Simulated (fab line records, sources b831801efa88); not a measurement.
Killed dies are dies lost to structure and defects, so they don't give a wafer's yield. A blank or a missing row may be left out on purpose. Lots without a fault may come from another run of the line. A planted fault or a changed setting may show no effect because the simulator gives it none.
One fault seen from 2 desks | flow gf180mcu | each desk has only its own numbers; what lay behind them comes last

THE TOOL OWNER'S DESK: litho_track-01
The tool's own readings at GF_POLY_GATE_COAT_05 (resist thk 700 nm): means of the sampled wafers that have a number, for each lot that ran on this tool. A lot is out of limits, marked OUT, if its mean lies more than 4 standard deviations from the usual mean; the brackets give that distance.
Columns: A = chill_plate_temp_C at GF_POLY_GATE_COAT_05, usual 22.98 C
lot  | first seen here | A
L951 | day 13 09:00    | 22.83
L954 | day 14 11:00    | 22.88
L955 | day 14 14:00    | 22.97
This desk's finding: nothing out of limits on any of the 3 lots.

THE METROLOGY DESK
What the gauges read, lot by lot, whatever tool the lot ran on: means of the sampled wafers that have a number. A lot is out of limits, marked OUT, if its mean lies more than 4 standard deviations from the usual mean; the brackets give that distance.
Columns: A = DUAL_GATE_OVL at GF_DUAL_GATE_OVL_MEAS_11, usual -0.1 nm; B = POLY_GATE_CVD_00_THK at GF_POLY_GATE_THK_MEAS_01, usual 200.4 nm; C = cd_nm at GF_POLY_GATE_CD_MEAS_10, usual 280.0 nm
lot  | first seen here | A    | B     | C
L949 | day 12 08:02    | -3.2 | 200.2 | 280.6
L951 | day 12 19:53    | 0.1  | 202.8 | 278.9
L954 | day 13 20:02    | 0.8  | 200.0 | 279.2
L955 | day 14 01:23    | 2.0  | 197.9 | 280.6
L957 | day 14 19:56    | -0.5 | 204.9 | 279.0
L958 | day 15 04:22    | 0.2  | 200.1 | 279.7
This desk's finding: nothing out of limits on any of the 6 lots.

PUT TOGETHER
The tool owner's desk saw nothing out of limits.
The metrology desk saw nothing out of limits.

WHAT THE SIMULATOR HAD PUT IN
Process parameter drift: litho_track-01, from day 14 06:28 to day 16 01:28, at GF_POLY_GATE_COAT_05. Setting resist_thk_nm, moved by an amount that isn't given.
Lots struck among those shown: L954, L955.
